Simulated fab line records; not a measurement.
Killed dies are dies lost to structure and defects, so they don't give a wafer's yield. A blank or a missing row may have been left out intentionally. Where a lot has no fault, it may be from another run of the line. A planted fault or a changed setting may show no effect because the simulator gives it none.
Which tool was responsible? ; flow gf180mcu ; 18 wafers from 6 lots sampled at 2 of the route's 602 steps

## WHAT THE GAUGES READ, wafer by wafer
GF_SAB_CD_MEAS_09: target cd 420 nm.
lot;measured;on;cd-nm (nm)
L281;day 15 13:54;cd-sem-01;420.4 419.7 418.8
L283;day 16 03:32;cd-sem-02;418.5 418.3 419.2
L285;day 17 05:43;cd-sem-01;416.5 417.4 417.7
L287;day 17 19:23;cd-sem-01;421.2 422.3 419.4
L289;day 18 12:49;cd-sem-02;419.6 418.6 419.8
L291;day 19 00:17;cd-sem-02;422.2 425.7 422.5

## WHAT TOOL EACH LOT RAN ON (gives the tool, then ch and the chambers of the sampled wafers, and finally the start)
lot;GF_SAB_EXPOSE_06
L281;iline-stepper-02 ch 0, day 15 03:24
L283;iline-stepper-02 ch 0, day 15 17:54
L285;iline-stepper-01 ch 0, day 16 20:52
L287;iline-stepper-01 ch 0, day 17 07:36
L289;iline-stepper-02 ch 0, day 18 01:34
L291;iline-stepper-02 ch 0, day 18 12:03
- GF_SAB_EXPOSE_06: exposes mask SAB, target cd 420 nm.

## THE ANSWER, worked out from the rows above alone
Rule: usual is defined by the lots themselves. The widest of any qualifying gaps counts: lots, ordered by their means at a reading, are off when they make up no more than a third of the lots, leave a main group of 4 or more, and stand apart from it by 3 or more times the standard deviation of that group's means. A main group is skipped when, at the precision printed for the reading in the tables above, its means are all equal. A lot without any number at a reading at which 4 lots or more have one is off too. The other lots that the step has rows for count as sound.
Nothing can be told from this: no lot is off at any reading shown.

## WHAT HAD BEEN PUT IN BY THE SIMULATOR
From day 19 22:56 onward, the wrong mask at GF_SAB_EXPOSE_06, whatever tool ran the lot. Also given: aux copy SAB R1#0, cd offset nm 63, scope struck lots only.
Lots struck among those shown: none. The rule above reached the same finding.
